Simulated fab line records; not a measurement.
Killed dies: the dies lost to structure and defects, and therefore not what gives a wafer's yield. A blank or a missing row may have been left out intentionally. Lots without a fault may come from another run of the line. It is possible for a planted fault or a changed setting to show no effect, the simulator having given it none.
fab line records / flow gf180mcu / part 2 of 2: steps 31 to 39 of 39
[record] lots = 5 wafers = 15 lastDay = 33
route steps=602 shown HV_LDD@226 NSD@235 PSD@248 SAB@264
lots that met no fault: from a run of the same line without faults
startH: hours from the record's first day to the start of the lot's first wafer shown / waitH: how many hours have passed since the lot's step before this one / " same as the row above / L1.1+2: a single row standing in for several wafers / - value missing, or start not given / * or withheld: withheld / < > ~ a bound
route shown NAME@n: a module of which the file shows steps, and the number in the route of the first / usual: mean/standard deviation of fault-free wafers / same: alike in all rows / chamber/n: place in a boat / sites: the reading at each site / _std_site: their standard deviation / _edge_site: mean of outer sites minus mean of inner sites / radiusMm: how far each site lies from the wafer's centre / mask NAME#n: copy n / behind: the most recent tool/chamber to have shaped the wafer / hold: why the lot was held/for how many hours/how that ended / device: whichever transistor did not switch (one of n, p or np) / end of line: the route-end tests of the same wafers / a step without rows: its recipe alone / killed: dies that structure and defects cost at the first sort, which is not the same as the wafer's yield / map: shows each die of a wafer: x if killed, . if not, _ if none is there
set.NAME: setting as actually run; set.NAME@STEP: the setting as run at that earlier step / model.NAME: the simulator's own value behind a step, which no gauge read
certain route steps with their lots: each step a table, each wafer a row
services: a tool's chamber out of use, with start hour (startH, from the record's first day; less than 0 if before it), hours out, and reason
[[steps]]
[step GF_PSD_OVL_MEAS_08]
[usual] PSD_OVL = -0.3/1.5
lot.wafer=L077.2 tool=overlay-02 chamber=- startH=342.43 waitH=0.1 PSD_OVL[nm]=-0.9
lot.wafer=L077.4 tool=overlay-02 chamber=- startH=342.43 waitH=0.1 PSD_OVL[nm]=2.4
lot.wafer=L077.6 tool=overlay-02 chamber=- startH=342.43 waitH=0.1 PSD_OVL[nm]=1.6
lot.wafer=L081.3 tool=overlay-01 chamber=- startH=374.00 waitH=0.1 PSD_OVL[nm]=0.5
lot.wafer=L081.4 tool=overlay-01 chamber=- startH=374.00 waitH=0.1 PSD_OVL[nm]=-0.8
lot.wafer=L081.5 tool=overlay-01 chamber=- startH=374.00 waitH=0.1 PSD_OVL[nm]=-0.4
lot.wafer=L090.3 tool=overlay-02 chamber=- startH=447.49 waitH=0.1 PSD_OVL[nm]=-0.2
lot.wafer=L090.5 tool=overlay-02 chamber=- startH=447.49 waitH=0.1 PSD_OVL[nm]=-0.2
lot.wafer=L090.6 tool=overlay-02 chamber=- startH=447.49 waitH=0.1 PSD_OVL[nm]=1.4
lot.wafer=L091.2 tool=overlay-01 chamber=- startH=457.53 waitH=0.1 PSD_OVL[nm]=0.7
lot.wafer=L091.3 tool=overlay-01 chamber=- startH=457.53 waitH=0.1 PSD_OVL[nm]=1.0
lot.wafer=L091.6 tool=overlay-01 chamber=- startH=457.53 waitH=0.1 PSD_OVL[nm]=0.9
lot.wafer=L093.1 tool=overlay-02 chamber=- startH=475.12 waitH=0.1 PSD_OVL[nm]=-0.1
lot.wafer=L093.2 tool=overlay-02 chamber=- startH=475.12 waitH=0.1 PSD_OVL[nm]=1.2
lot.wafer=L093.5 tool=overlay-02 chamber=- startH=475.12 waitH=0.1 PSD_OVL[nm]=0.7
[step GF_PSD_IMPLANT_09]
[recipe] species = BF2 energyKev = 40 doseCm2 = 1.5e+15 tiltDeg = 7
[usual] endStationPressureTorr = 1.17e-05/5.5e-07 faradayCurrentUA = 8254/170
[same] implantIonAmu = 49
lot.wafer=L077.2 tool=implanter-04 chamber=0 startH=342.49 waitH=0.0 endStationPressureTorr=1.03e-05 faradayCurrentUA=8218
lot.wafer=L077.4 tool=implanter-04 chamber=0 startH=342.49 waitH=0.0 endStationPressureTorr=1.27e-05 faradayCurrentUA=8338
lot.wafer=L077.6 tool=implanter-04 chamber=0 startH=342.49 waitH=0.0 endStationPressureTorr=1.19e-05 faradayCurrentUA=8192
lot.wafer=L081.3 tool=implanter-02 chamber=0 startH=374.07 waitH=0.1 endStationPressureTorr=1.22e-05 faradayCurrentUA=8275
lot.wafer=L081.4 tool=implanter-02 chamber=0 startH=374.07 waitH=0.1 endStationPressureTorr=1.1e-05 faradayCurrentUA=8458
lot.wafer=L081.5 tool=implanter-02 chamber=0 startH=374.07 waitH=0.1 endStationPressureTorr=1.25e-05 faradayCurrentUA=8364
lot.wafer=L090.3 tool=implanter-01 chamber=0 startH=447.56 waitH=0.1 endStationPressureTorr=1.1e-05 faradayCurrentUA=8221
lot.wafer=L090.5 tool=implanter-01 chamber=0 startH=447.56 waitH=0.1 endStationPressureTorr=1.08e-05 faradayCurrentUA=8536
lot.wafer=L090.6 tool=implanter-01 chamber=0 startH=447.56 waitH=0.1 endStationPressureTorr=1.17e-05 faradayCurrentUA=8143
lot.wafer=L091.2 tool=implanter-01 chamber=0 startH=457.58 waitH=0.0 endStationPressureTorr=1.28e-05 faradayCurrentUA=8079
lot.wafer=L091.3 tool=implanter-01 chamber=0 startH=457.58 waitH=0.0 endStationPressureTorr=1.12e-05 faradayCurrentUA=8224
lot.wafer=L091.6 tool=implanter-01 chamber=0 startH=457.58 waitH=0.0 endStationPressureTorr=1.15e-05 faradayCurrentUA=8528
lot.wafer=L093.1 tool=implanter-01 chamber=0 startH=475.16 waitH=0.0 endStationPressureTorr=1.16e-05 faradayCurrentUA=8380
lot.wafer=L093.2 tool=implanter-01 chamber=0 startH=475.16 waitH=0.0 endStationPressureTorr=1.2e-05 faradayCurrentUA=8310
lot.wafer=L093.5 tool=implanter-01 chamber=0 startH=475.16 waitH=0.0 endStationPressureTorr=1.19e-05 faradayCurrentUA=8432
[step GF_PSD_STRIP_10]
[recipe] chemistry = O2/N2 powerW = 1400 pressureMtorr = 1500 platenTempC = 250 o2FlowSccm = 3000 n2FlowSccm = 300 overashFraction = 0.5
[usual] drypumpMotorCurrentA = 5.6/0.36 heaterPowerW = 351/30 o2FlowSccm = 2998/9.4 oesProductAu = 0.593/0.0043 stripTimeToEndpointS = 16.52/0.043
[same] overashFraction = 0.5
lot.wafer=L077.2 tool=plasmaAsher-02 chamber=1 startH=342.61 waitH=0.1 drypumpMotorCurrentA=5.6 heaterPowerW=320 o2FlowSccm=3016 oesProductAu=0.597 rfHoursCounterH=64 stripTimeToEndpointS=16.56
lot.wafer=L077.4 tool=plasmaAsher-02 chamber=1 startH=342.61 waitH=0.1 drypumpMotorCurrentA=5.6 heaterPowerW=323 o2FlowSccm=3002 oesProductAu=0.590 rfHoursCounterH=- stripTimeToEndpointS=16.51
lot.wafer=L077.6 tool=plasmaAsher-02 chamber=0 startH=342.61 waitH=0.1 drypumpMotorCurrentA=6.1 heaterPowerW=326 o2FlowSccm=2983 oesProductAu=0.592 rfHoursCounterH=- stripTimeToEndpointS=16.56
lot.wafer=L081.3 tool=plasmaAsher-01 chamber=0 startH=374.21 waitH=0.1 drypumpMotorCurrentA=5.0 heaterPowerW=323 o2FlowSccm=2982 oesProductAu=0.595 rfHoursCounterH=- stripTimeToEndpointS=16.52
lot.wafer=L081.4 tool=plasmaAsher-01 chamber=1 startH=374.21 waitH=0.1 drypumpMotorCurrentA=6.1 heaterPowerW=343 o2FlowSccm=2995 oesProductAu=0.597 rfHoursCounterH=- stripTimeToEndpointS=16.51
lot.wafer=L081.5 tool=plasmaAsher-01 chamber=0 startH=374.21 waitH=0.1 drypumpMotorCurrentA=5.0 heaterPowerW=328 o2FlowSccm=3009 oesProductAu=0.585 rfHoursCounterH=- stripTimeToEndpointS=16.54
lot.wafer=L090.3 tool=plasmaAsher-03 chamber=1 startH=447.70 waitH=0.1 drypumpMotorCurrentA=5.7 heaterPowerW=376 o2FlowSccm=2989 oesProductAu=0.600 rfHoursCounterH=- stripTimeToEndpointS=16.46
lot.wafer=L090.5 tool=plasmaAsher-03 chamber=0 startH=447.70 waitH=0.1 drypumpMotorCurrentA=5.3 heaterPowerW=392 o2FlowSccm=2997 oesProductAu=0.593 rfHoursCounterH=- stripTimeToEndpointS=16.45
lot.wafer=L090.6 tool=plasmaAsher-03 chamber=1 startH=447.70 waitH=0.1 drypumpMotorCurrentA=5.7 heaterPowerW=366 o2FlowSccm=3002 oesProductAu=0.588 rfHoursCounterH=- stripTimeToEndpointS=16.52
lot.wafer=L091.2 tool=plasmaAsher-03 chamber=1 startH=457.71 waitH=0.1 drypumpMotorCurrentA=5.7 heaterPowerW=366 o2FlowSccm=3013 oesProductAu=0.590 rfHoursCounterH=37 stripTimeToEndpointS=16.51
lot.wafer=L091.3 tool=plasmaAsher-03 chamber=1 startH=457.71 waitH=0.1 drypumpMotorCurrentA=5.7 heaterPowerW=371 o2FlowSccm=3008 oesProductAu=0.590 rfHoursCounterH=- stripTimeToEndpointS=16.55
lot.wafer=L091.6 tool=plasmaAsher-03 chamber=1 startH=457.71 waitH=0.1 drypumpMotorCurrentA=5.7 heaterPowerW=367 o2FlowSccm=3009 oesProductAu=0.591 rfHoursCounterH=- stripTimeToEndpointS=16.53
lot.wafer=L093.1 tool=plasmaAsher-02 chamber=1 startH=475.31 waitH=0.1 drypumpMotorCurrentA=5.6 heaterPowerW=324 o2FlowSccm=3012 oesProductAu=0.592 rfHoursCounterH=5 stripTimeToEndpointS=16.53
lot.wafer=L093.2 tool=plasmaAsher-02 chamber=0 startH=475.31 waitH=0.1 drypumpMotorCurrentA=6.1 heaterPowerW=307 o2FlowSccm=3003 oesProductAu=0.591 rfHoursCounterH=5 stripTimeToEndpointS=16.54
lot.wafer=L093.5 tool=plasmaAsher-02 chamber=1 startH=475.31 waitH=0.1 drypumpMotorCurrentA=5.6 heaterPowerW=338 o2FlowSccm=3009 oesProductAu=0.590 rfHoursCounterH=- stripTimeToEndpointS=16.53
[step GF_PSD_TW_MEAS_11]
[usual] PSD_TW = 3171/24
lot.wafer=L077.2 tool=filmMetro-01 chamber=- startH=342.72 waitH=0.1 PSD_TW=3195
lot.wafer=L077.4 tool=filmMetro-01 chamber=- startH=342.72 waitH=0.1 PSD_TW=3204
lot.wafer=L077.6 tool=filmMetro-01 chamber=- startH=342.72 waitH=0.1 PSD_TW=3179
lot.wafer=L081.3 tool=filmMetro-02 chamber=- startH=374.29 waitH=0.1 PSD_TW=3176
lot.wafer=L081.4 tool=filmMetro-02 chamber=- startH=374.29 waitH=0.1 PSD_TW=3154
lot.wafer=L081.5 tool=filmMetro-02 chamber=- startH=374.29 waitH=0.1 PSD_TW=3159
lot.wafer=L090.3 tool=filmMetro-03 chamber=- startH=447.78 waitH=0.1 PSD_TW=3152
lot.wafer=L090.5 tool=filmMetro-03 chamber=- startH=447.78 waitH=0.1 PSD_TW=3165
lot.wafer=L090.6 tool=filmMetro-03 chamber=- startH=447.78 waitH=0.1 PSD_TW=3159
lot.wafer=L091.2 tool=filmMetro-01 chamber=- startH=457.82 waitH=0.1 PSD_TW=3202
lot.wafer=L091.3 tool=filmMetro-01 chamber=- startH=457.82 waitH=0.1 PSD_TW=3199
lot.wafer=L091.6 tool=filmMetro-01 chamber=- startH=457.82 waitH=0.1 PSD_TW=3194
lot.wafer=L093.1 tool=filmMetro-02 chamber=- startH=475.41 waitH=0.1 PSD_TW=3131
lot.wafer=L093.2 tool=filmMetro-02 chamber=- startH=475.41 waitH=0.1 PSD_TW=3124
lot.wafer=L093.5 tool=filmMetro-02 chamber=- startH=475.41 waitH=0.1 PSD_TW=3132
[step GF_PSD_CLEAN_12]
[recipe] chemistry = SC1/SC2 mix = 1:4:20 tempC = 70 timeS = 150 dry = n2Spin
[usual] bathGuardTempC = 70.0/0.43
lot.wafer=L077.2 tool=wetBench-01 chamber=3 startH=342.77 waitH=0.0 bathGuardTempC=69.6
lot.wafer=L077.4 tool=wetBench-01 chamber=3 startH=342.77 waitH=0.0 bathGuardTempC=69.5
lot.wafer=L077.6 tool=wetBench-01 chamber=3 startH=342.77 waitH=0.0 bathGuardTempC=69.8
lot.wafer=L081.3 tool=wetBench-01 chamber=3 startH=374.33 waitH=0.0 bathGuardTempC=69.9
lot.wafer=L081.4 tool=wetBench-01 chamber=3 startH=374.33 waitH=0.0 bathGuardTempC=69.8
lot.wafer=L081.5 tool=wetBench-01 chamber=3 startH=374.33 waitH=0.0 bathGuardTempC=69.3
lot.wafer=L090.3 tool=wetBench-04 chamber=1 startH=447.82 waitH=0.0 bathGuardTempC=70.3
lot.wafer=L090.5 tool=wetBench-04 chamber=1 startH=447.82 waitH=0.0 bathGuardTempC=70.3
lot.wafer=L090.6 tool=wetBench-04 chamber=1 startH=447.82 waitH=0.0 bathGuardTempC=70.8
lot.wafer=L091.2 tool=wetBench-01 chamber=3 startH=457.87 waitH=0.0 bathGuardTempC=69.5
lot.wafer=L091.3 tool=wetBench-01 chamber=3 startH=457.87 waitH=0.0 bathGuardTempC=69.7
lot.wafer=L091.6 tool=wetBench-01 chamber=3 startH=457.87 waitH=0.0 bathGuardTempC=69.6
lot.wafer=L093.1 tool=wetBench-01 chamber=0 startH=475.47 waitH=0.1 bathGuardTempC=70.4
lot.wafer=L093.2 tool=wetBench-01 chamber=0 startH=475.47 waitH=0.1 bathGuardTempC=70.5
lot.wafer=L093.5 tool=wetBench-01 chamber=0 startH=475.47 waitH=0.1 bathGuardTempC=70.7
[step GF_PSD_RTA_13]
[recipe] tempC = 1025 timeS = 20 ambient = N2
[usual] lampPowerPct = 38/3.6 wafer_temp_C_max = 1030.7/1.6
lot.wafer=L077.2 tool=rtpAnneal-02 chamber=0 startH=342.84 waitH=0.0 lampPowerPct=34 wafer_temp_C_max=1028.5
lot.wafer=L077.4 tool=rtpAnneal-02 chamber=0 startH=342.84 waitH=0.0 lampPowerPct=34 wafer_temp_C_max=1027.6
lot.wafer=L077.6 tool=rtpAnneal-02 chamber=0 startH=342.84 waitH=0.0 lampPowerPct=34 wafer_temp_C_max=1028.5
lot.wafer=L081.3 tool=rtpAnneal-02 chamber=0 startH=374.41 waitH=0.0 lampPowerPct=34 wafer_temp_C_max=1029.5
lot.wafer=L081.4 tool=rtpAnneal-02 chamber=0 startH=374.41 waitH=0.0 lampPowerPct=34 wafer_temp_C_max=1031.1
lot.wafer=L081.5 tool=rtpAnneal-02 chamber=0 startH=374.41 waitH=0.0 lampPowerPct=34 wafer_temp_C_max=1028.7
lot.wafer=L090.3 tool=rtpAnneal-01 chamber=0 startH=447.90 waitH=0.0 lampPowerPct=41 wafer_temp_C_max=1031.6
lot.wafer=L090.5 tool=rtpAnneal-01 chamber=0 startH=447.90 waitH=0.0 lampPowerPct=41 wafer_temp_C_max=1035.2
lot.wafer=L090.6 tool=rtpAnneal-01 chamber=0 startH=447.90 waitH=0.0 lampPowerPct=41 wafer_temp_C_max=1030.7
lot.wafer=L091.2 tool=rtpAnneal-02 chamber=0 startH=457.93 waitH=0.0 lampPowerPct=34 wafer_temp_C_max=1028.8
lot.wafer=L091.3 tool=rtpAnneal-02 chamber=0 startH=457.93 waitH=0.0 lampPowerPct=34 wafer_temp_C_max=1031.1
lot.wafer=L091.6 tool=rtpAnneal-02 chamber=0 startH=457.93 waitH=0.0 lampPowerPct=34 wafer_temp_C_max=1029.9
lot.wafer=L093.1 tool=rtpAnneal-01 chamber=0 startH=475.52 waitH=0.0 lampPowerPct=41 wafer_temp_C_max=1031.2
lot.wafer=L093.2 tool=rtpAnneal-01 chamber=0 startH=475.52 waitH=0.0 lampPowerPct=41 wafer_temp_C_max=1032.5
lot.wafer=L093.5 tool=rtpAnneal-01 chamber=0 startH=475.52 waitH=0.0 lampPowerPct=41 wafer_temp_C_max=1032.2
[step GF_PSD_RS_MEAS_14]
[recipe] thkMeasGauge = four-point-probe
[usual] NSD_RS = 46.21/0.086
lot.wafer=L077.2 tool=filmMetro-03 chamber=- startH=342.93 waitH=0.1 NSD_RS[ohm/sq]=46.24
lot.wafer=L077.4 tool=filmMetro-03 chamber=- startH=342.93 waitH=0.1 NSD_RS[ohm/sq]=46.19
lot.wafer=L077.6 tool=filmMetro-03 chamber=- startH=342.93 waitH=0.1 NSD_RS[ohm/sq]=46.38
lot.wafer=L081.3 tool=filmMetro-01 chamber=- startH=374.51 waitH=0.1 NSD_RS[ohm/sq]=46.23
lot.wafer=L081.4 tool=filmMetro-01 chamber=- startH=374.51 waitH=0.1 NSD_RS[ohm/sq]=46.18
lot.wafer=L081.5 tool=filmMetro-01 chamber=- startH=374.51 waitH=0.1 NSD_RS[ohm/sq]=46.18
lot.wafer=L090.3 tool=filmMetro-01 chamber=- startH=448.00 waitH=0.1 NSD_RS[ohm/sq]=46.24
lot.wafer=L090.5 tool=filmMetro-01 chamber=- startH=448.00 waitH=0.1 NSD_RS[ohm/sq]=46.28
lot.wafer=L090.6 tool=filmMetro-01 chamber=- startH=448.00 waitH=0.1 NSD_RS[ohm/sq]=46.32
lot.wafer=L091.2 tool=filmMetro-01 chamber=- startH=458.02 waitH=0.1 NSD_RS[ohm/sq]=46.21
lot.wafer=L091.3 tool=filmMetro-01 chamber=- startH=458.02 waitH=0.1 NSD_RS[ohm/sq]=46.24
lot.wafer=L091.6 tool=filmMetro-01 chamber=- startH=458.02 waitH=0.1 NSD_RS[ohm/sq]=46.39
lot.wafer=L093.1 tool=filmMetro-01 chamber=- startH=475.61 waitH=0.1 NSD_RS[ohm/sq]=46.15
lot.wafer=L093.2 tool=filmMetro-01 chamber=- startH=475.61 waitH=0.1 NSD_RS[ohm/sq]=46.18
lot.wafer=L093.5 tool=filmMetro-01 chamber=- startH=475.61 waitH=0.1 NSD_RS[ohm/sq]=46.22
[step GF_PSD_RS_MEAS_15]
[recipe] thkMeasGauge = four-point-probe
[usual] PSD_RS = 108.77/0.29
lot.wafer=L077.2 tool=filmMetro-03 chamber=- startH=343.05 waitH=0.1 PSD_RS[ohm/sq]=108.66
lot.wafer=L077.4 tool=filmMetro-03 chamber=- startH=343.05 waitH=0.1 PSD_RS[ohm/sq]=108.82
lot.wafer=L077.6 tool=filmMetro-03 chamber=- startH=343.05 waitH=0.1 PSD_RS[ohm/sq]=109.21
lot.wafer=L081.3 tool=filmMetro-01 chamber=- startH=374.63 waitH=0.1 PSD_RS[ohm/sq]=108.61
lot.wafer=L081.4 tool=filmMetro-01 chamber=- startH=374.63 waitH=0.1 PSD_RS[ohm/sq]=108.71
lot.wafer=L081.5 tool=filmMetro-01 chamber=- startH=374.63 waitH=0.1 PSD_RS[ohm/sq]=108.73
lot.wafer=L090.3 tool=filmMetro-01 chamber=- startH=448.12 waitH=0.1 PSD_RS[ohm/sq]=108.64
lot.wafer=L090.5 tool=filmMetro-01 chamber=- startH=448.12 waitH=0.1 PSD_RS[ohm/sq]=108.67
lot.wafer=L090.6 tool=filmMetro-01 chamber=- startH=448.12 waitH=0.1 PSD_RS[ohm/sq]=108.82
lot.wafer=L091.2 tool=filmMetro-01 chamber=- startH=458.14 waitH=0.1 PSD_RS[ohm/sq]=109.14
lot.wafer=L091.3 tool=filmMetro-01 chamber=- startH=458.14 waitH=0.1 PSD_RS[ohm/sq]=109.11
lot.wafer=L091.6 tool=filmMetro-01 chamber=- startH=458.14 waitH=0.1 PSD_RS[ohm/sq]=109.09
lot.wafer=L093.1 tool=filmMetro-01 chamber=- startH=475.73 waitH=0.1 PSD_RS[ohm/sq]=108.94
lot.wafer=L093.2 tool=filmMetro-01 chamber=- startH=475.73 waitH=0.1 PSD_RS[ohm/sq]=109.09
lot.wafer=L093.5 tool=filmMetro-01 chamber=- startH=475.73 waitH=0.1 PSD_RS[ohm/sq]=108.71
[step GF_SAB_CVD_00]
[recipe] material = SiO2 targetThkNm = 50 precursor = TEOS tempC = 400 timeS = 4.9302 rfW = 600
[usual] heaterPowerW = 694/130
lot.wafer=L077.2 tool=pecvd-02 chamber=1 startH=343.15 waitH=0.1 heaterPowerW=462
lot.wafer=L077.4 tool=pecvd-02 chamber=2 startH=343.15 waitH=0.1 heaterPowerW=647
lot.wafer=L077.6 tool=pecvd-02 chamber=0 startH=343.15 waitH=0.1 heaterPowerW=618
lot.wafer=L081.3 tool=pecvd-02 chamber=0 startH=374.71 waitH=0.1 heaterPowerW=556
lot.wafer=L081.4 tool=pecvd-02 chamber=2 startH=374.71 waitH=0.1 heaterPowerW=571
lot.wafer=L081.5 tool=pecvd-02 chamber=0 startH=374.71 waitH=0.1 heaterPowerW=565
lot.wafer=L090.3 tool=pecvd-01 chamber=1 startH=448.20 waitH=0.1 heaterPowerW=912
lot.wafer=L090.5 tool=pecvd-01 chamber=2 startH=448.20 waitH=0.1 heaterPowerW=750
lot.wafer=L090.6 tool=pecvd-01 chamber=1 startH=448.20 waitH=0.1 heaterPowerW=918
lot.wafer=L091.2 tool=pecvd-01 chamber=0 startH=458.24 waitH=0.1 heaterPowerW=855
lot.wafer=L091.3 tool=pecvd-01 chamber=2 startH=458.24 waitH=0.1 heaterPowerW=774
lot.wafer=L091.6 tool=pecvd-01 chamber=2 startH=458.24 waitH=0.1 heaterPowerW=752
lot.wafer=L093.1 tool=pecvd-01 chamber=0 startH=475.85 waitH=0.1 heaterPowerW=913
lot.wafer=L093.2 tool=pecvd-01 chamber=2 startH=475.85 waitH=0.1 heaterPowerW=797
lot.wafer=L093.5 tool=pecvd-01 chamber=0 startH=475.85 waitH=0.1 heaterPowerW=873
[[services]]
tool=lpcvd-02 chamber=- startH=281.81 hours=0.4 kind=repair
tool=plasmaAsher-03 chamber=- startH=288.34 hours=0.7 kind=repair
tool=implanter-01 chamber=- startH=292.02 hours=4.9 kind=repair
tool=rtpAnneal-02 chamber=- startH=295.01 hours=4.6 kind=pm
tool=implanter-01 chamber=- startH=302.39 hours=2.6 kind=repair
tool=ilineStepper-02 chamber=- startH=303.94 hours=1.7 kind=pm
tool=ilineStepper-02 chamber=- startH=306.26 hours=0.7 kind=repair
tool=pecvd-01 chamber=1 startH=311.72 hours=5.3 kind=repair
tool=implanter-04 chamber=- startH=313.18 hours=5.6 kind=repair
tool=ilineStepper-01 chamber=- startH=315.34 hours=1.7 kind=pm
tool=ilineStepper-02 chamber=- startH=318.00 hours=2.1 kind=pm
tool=pecvd-01 chamber=- startH=324.62 hours=0.5 kind=repair
tool=implanter-03 chamber=- startH=335.37 hours=0.9 kind=repair
tool=ilineStepper-01 chamber=- startH=355.14 hours=11.9 kind=repair
tool=implanter-01 chamber=- startH=367.91 hours=1.9 kind=repair
tool=implanter-01 chamber=- startH=375.33 hours=2.8 kind=repair
tool=implanter-04 chamber=- startH=375.64 hours=107.4 kind=pm
tool=pecvd-01 chamber=- startH=383.40 hours=0.9 kind=repair
tool=plasmaAsher-03 chamber=- startH=385.28 hours=7.6 kind=repair
tool=wetBench-01 chamber=- startH=396.86 hours=0.6 kind=repair
tool=wetBench-01 chamber=- startH=400.40 hours=1.3 kind=repair
tool=implanter-01 chamber=- startH=420.24 hours=3.8 kind=pm
tool=implanter-03 chamber=- startH=428.40 hours=2.4 kind=repair
tool=implanter-03 chamber=- startH=436.78 hours=1.8 kind=repair
